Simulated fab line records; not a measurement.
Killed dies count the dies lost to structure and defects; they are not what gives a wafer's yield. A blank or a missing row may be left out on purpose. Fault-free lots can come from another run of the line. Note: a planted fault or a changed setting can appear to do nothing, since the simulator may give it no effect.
Matching of chambers / flow sky130 / SKY_CONTACT_CVD_00 on pecvd-01: 3 sister chambers
The step deposits Si3N4, target thk 75 nm. 14 wafers are shown with their chamber, then 7 later ones without.

== WAFERS, EACH WITH ITS CHAMBER ==
wafer=L841.1; chamber=0; heater-power-outer-w (W)=364; heater-power-w (W)=649
wafer=L841.5; chamber=2; heater-power-outer-w (W)=508; heater-power-w (W)=804
wafer=L841.6; chamber=1; heater-power-outer-w (W)=424; heater-power-w (W)=754
wafer=L842.4; chamber=1; heater-power-outer-w (W)=345; heater-power-w (W)=668
wafer=L842.5; chamber=2; heater-power-outer-w (W)=458; heater-power-w (W)=724
wafer=L842.6; chamber=0; heater-power-outer-w (W)=360; heater-power-w (W)=610
wafer=L843.1; chamber=2; heater-power-outer-w (W)=511; heater-power-w (W)=807
wafer=L843.4; chamber=0; heater-power-outer-w (W)=422; heater-power-w (W)=703
wafer=L843.6; chamber=2; heater-power-outer-w (W)=511; heater-power-w (W)=845
wafer=L849.1; chamber=1; heater-power-outer-w (W)=424; heater-power-w (W)=786
wafer=L849.3; chamber=2; heater-power-outer-w (W)=537; heater-power-w (W)=857
wafer=L849.4; chamber=1; heater-power-outer-w (W)=429; heater-power-w (W)=776
wafer=L851.1; chamber=2; heater-power-outer-w (W)=524; heater-power-w (W)=835
wafer=L851.2; chamber=0; heater-power-outer-w (W)=429; heater-power-w (W)=707

SIGNATURES, as means of the wafers listed above
reading=heater-power-outer-w; chamber 0=393.75; chamber 1=405.50; chamber 2=508.17; scatter within a chamber=33.8
reading=heater-power-w; chamber 0=667.25; chamber 1=746.00; chamber 2=812.00; scatter within a chamber=49.2
Rule: distance of a wafer from a chamber = root of the sum over the readings of ((wafer's reading minus chamber's mean) / reading's scatter) squared. The wafer belongs to the nearest chamber; if the next one is less than 2 further off, it can't be placed. The scatter: the root of (the sum of the squares of (reading less its chamber's mean) over the shown wafers, divided by (wafers less chambers)).

== WAFERS MISSING THEIR CHAMBER ==
wafer=L851.3; heater-power-outer-w (W)=513; heater-power-w (W)=845
wafer=L856.1; heater-power-outer-w (W)=425; heater-power-w (W)=772
wafer=L856.3; heater-power-outer-w (W)=429; heater-power-w (W)=712
wafer=L856.6; heater-power-outer-w (W)=427; heater-power-w (W)=767
wafer=L861.2; heater-power-outer-w (W)=436; heater-power-w (W)=707
wafer=L861.4; heater-power-outer-w (W)=434; heater-power-w (W)=798
wafer=L861.5; heater-power-outer-w (W)=426; heater-power-w (W)=710

== EACH ONE'S CHAMBER ==
wafer=L851.3; from the rows above=2; in truth=2
wafer=L856.1; from the rows above=can't be placed: 1 or 0 or 2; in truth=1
wafer=L856.3; from the rows above=can't be placed: 1 or 0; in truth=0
wafer=L856.6; from the rows above=can't be placed: 1 or 0 or 2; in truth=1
wafer=L861.2; from the rows above=can't be placed: 1 or 0 or 2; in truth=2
wafer=L861.4; from the rows above=can't be placed: 1 or 2 or 0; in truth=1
wafer=L861.5; from the rows above=can't be placed: 1 or 0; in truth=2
Correctly placed: 1 of 7. Can't be placed from these rows: 6 (the true chamber is among the candidates in 5). Placed wrongly: 0.
